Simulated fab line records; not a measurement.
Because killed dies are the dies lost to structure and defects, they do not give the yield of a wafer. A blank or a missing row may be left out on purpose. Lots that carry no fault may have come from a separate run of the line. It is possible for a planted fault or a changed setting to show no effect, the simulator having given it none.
Struck lot and sound lot, side by side :: flow gf180mcu :: 14 out of 602 route steps
Sound: these wafers, L180.4, L180.5, L180.6. Wafers L185.2, L185.3, L185.6 were the ones struck. The cause is named last.
Each step with rows lists, per side, the tool, then ch with its chambers, then its first start. Under that, the readings that differ: sound wafers :: struck wafers :: difference of the means :: sigmas: that difference in standard deviations of wafers without a fault.
alike: readings whose means differ by less than 2 such deviations, and words and numbers that are the same on both sides. not compared: withheld readings, readings that some wafer has no value for, bounds like >300 that may hide the same value, and numbers for which the record gives no deviation and whose values overlap.
Wherever a step has rows on one side only, a row that says differs or no value, or a row with sigmas, the two part there. Numbers that don't overlap but have no deviation are shown without sigmas and don't part them. Lack of a reading on every wafer of one side parts them only where that side has two or more wafers.

first, 4 steps without rows for these wafers: GF_MIM_SOFTBAKE_15 (time 60 s); GF_MIM_EXPOSE_16 (exposes mask FuseTop, target cd 2000 nm); GF_MIM_PEB_17; GF_MIM_DEVELOP_18 (develop time 60 s).
GF_MIM_METAL_ETCH_19: etches the open film in Cl2/BCl3, stops on Si3N4, target depth 324.5 nm, time 54.1 s.
  sound on rie-metal-02 ch 0,1, day 28 12:14; struck on rie-metal-02 ch 1, day 29 15:05
  alike: drypump-motor-current-A, oes-product-au, throttle-valve-pct
  not compared: rf-hours-counter-h
GF_MIM_STRIP_20: strips in O2/N2.
  sound on plasma-asher-03 ch 0,1, day 28 12:19; struck on plasma-asher-01 ch 0,1, day 29 15:12
reading: strip-time-to-endpoint-s (s)
sound: 11.30 11.30 11.41
struck: 11.20 11.22 11.23
difference: -0.12
sigmas: -2
  alike: drypump-motor-current-A, heater-power-w, n2-flow-sccm, oes-product-au
  not compared: rf-hours-counter-h
then, 6 steps without rows for these wafers: GF_MIM_STRIP_21 (strips in post etch residue remover, time 1200 s); GF_MIM_CLEAN_22 (cleans in DIW); GF_M5_DEHYDRATE_00 (time 60 s); GF_M5_HMDS_01 (prime time 60 s); GF_M5_COAT_02 (resist thk 1000 nm); GF_M5_SOFTBAKE_03 (time 60 s).
GF_M5_EXPOSE_04: exposes mask Metal5, target cd 280 nm.
  sound on krf-scanner-02 ch 0, day 28 21:43; struck on krf-scanner-02, day 30 01:30
  no value came back on the struck wafers for exposure-dose-mJ-cm2, focus-offset-nm (nm); on the sound wafers exposure-dose-mJ-cm2 reads 28.53 28.57 28.58
  alike: mask
then, 1 step without rows for these wafers: GF_M5_PEB_05 (peb time 90 s).

== WHERE THEY PART ==
Earliest at GF_MIM_STRIP_20; latest, in this record, at GF_M5_EXPOSE_04.

WHY: what the simulator had put in
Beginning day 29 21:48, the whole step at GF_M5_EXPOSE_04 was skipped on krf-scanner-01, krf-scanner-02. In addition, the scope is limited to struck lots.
